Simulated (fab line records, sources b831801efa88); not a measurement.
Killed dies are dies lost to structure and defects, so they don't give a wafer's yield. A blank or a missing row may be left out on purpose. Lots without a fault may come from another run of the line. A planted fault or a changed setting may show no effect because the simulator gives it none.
Chamber matching | flow sky130 | SKY_VIA1_CMP_24 on cmp-01: 4 sister chambers
The step polishes, stops on SiO2, t overpolish 15 s, target thk 0 nm. 8 wafers are shown with their chamber, then 7 later ones without.

WAFERS WITH THEIR CHAMBER
wafer  | chamber | motor_current_A (A) | time_to_endpoint_s (s)
L740.1 | 2       | 12.0                | 60.6
L745.5 | 2       | 12.1                | 62.0
L753.6 | 3       | 8.4                 | 61.5
L756.4 | 3       | 8.0                 | 67.9
L756.5 | 0       | 9.2                 | 67.0
L756.6 | 1       | 11.6                | 68.8
L757.1 | 0       | 8.6                 | 67.0
L757.4 | 1       | 11.9                | 73.4

WAFERS WITHOUT THEIR CHAMBER
wafer  | motor_current_A (A) | time_to_endpoint_s (s)
L757.5 | 12.7                | 65.8
L759.4 | 8.6                 | 67.5
L759.5 | 8.6                 | 65.7
L759.6 | 12.1                | 62.3
L761.2 | 11.8                | 65.5
L761.4 | 8.5                 | 64.7
L761.5 | 12.4                | 60.0

WHICH CHAMBER EACH WENT THROUGH
wafer  | from the rows above     | in truth
L757.5 | can't be placed: 2 or 1 | 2
L759.4 | can't be placed: 0 or 3 | 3
L759.5 | can't be placed: 0 or 3 | 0
L759.6 | 2                       | 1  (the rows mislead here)
L761.2 | can't be placed: 2 or 1 | 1
L761.4 | can't be placed: 3 or 0 | 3
L761.5 | 2                       | 2
Placed correctly: 1 of 7. Can't be placed from these rows: 5 (the true chamber is among the candidates in 5). Placed wrongly: 1.
How it was worked out, from the rows above alone: a wafer's distance from a chamber is the root of the sum, over the readings, of the square of ((its reading less the chamber's mean) divided by the reading's scatter). The wafer belongs to the nearest chamber; if the next one is less than 2 further off, it can't be placed. A chamber's mean is the mean of its shown wafers. The scatter: the root of (the sum of the squares of (reading less its chamber's mean) over the shown wafers, divided by (wafers less chambers)).
